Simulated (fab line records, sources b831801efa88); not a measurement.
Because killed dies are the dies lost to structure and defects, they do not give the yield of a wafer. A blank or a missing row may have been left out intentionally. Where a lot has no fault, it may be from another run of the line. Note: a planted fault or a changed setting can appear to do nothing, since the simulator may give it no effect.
Matching of chambers	flow sky130	SKY_CAPM_CVD_00 on pecvd-04: 3 sister chambers
The step deposits SiO2, target thk 15.5 nm. 3 wafers are shown with their chamber, then 9 later ones without.

== WAFERS PAIRED WITH THEIR CHAMBERS ==
wafer	chamber	heater power w (W)
L089.5	2	654
L091.3	0	775
L091.4	1	776

== WAFERS WITH NO CHAMBER GIVEN ==
wafer	heater power w (W)
L092.3	805
L092.4	800
L092.6	817
L095.3	773
L095.5	604
L095.6	782
L097.1	622
L097.3	735
L097.6	736

== WHICH CHAMBER EACH ONE RAN IN ==
wafer	from the rows above	in truth
L092.3	can't be placed: 1 or 0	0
L092.4	can't be placed: 1 or 0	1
L092.6	can't be placed: 1 or 0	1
L095.3	can't be placed: 0 or 1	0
L095.5	2	2
L095.6	can't be placed: 1 or 0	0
L097.1	2	2
L097.3	can't be placed: 0 or 1 or 2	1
L097.6	can't be placed: 0 or 1 or 2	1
2 of 9 placed correctly. Not placeable from these rows: 7 (in 7, the candidates include the true chamber). Number placed wrongly: 0.
How it was worked out, from the rows above alone: a wafer's distance from a chamber is the root of the sum, over the readings, of the square of ((its reading less the chamber's mean) divided by the reading's scatter). The wafer belongs to the nearest chamber; if the next one is less than 2 further off, it can't be placed. For every chamber, the mean is computed from those of its wafers that are shown. The scatter (one wafer shown for each chamber): square how far every hidden wafer sits from the nearest shown wafer, average those squares and take the square root.
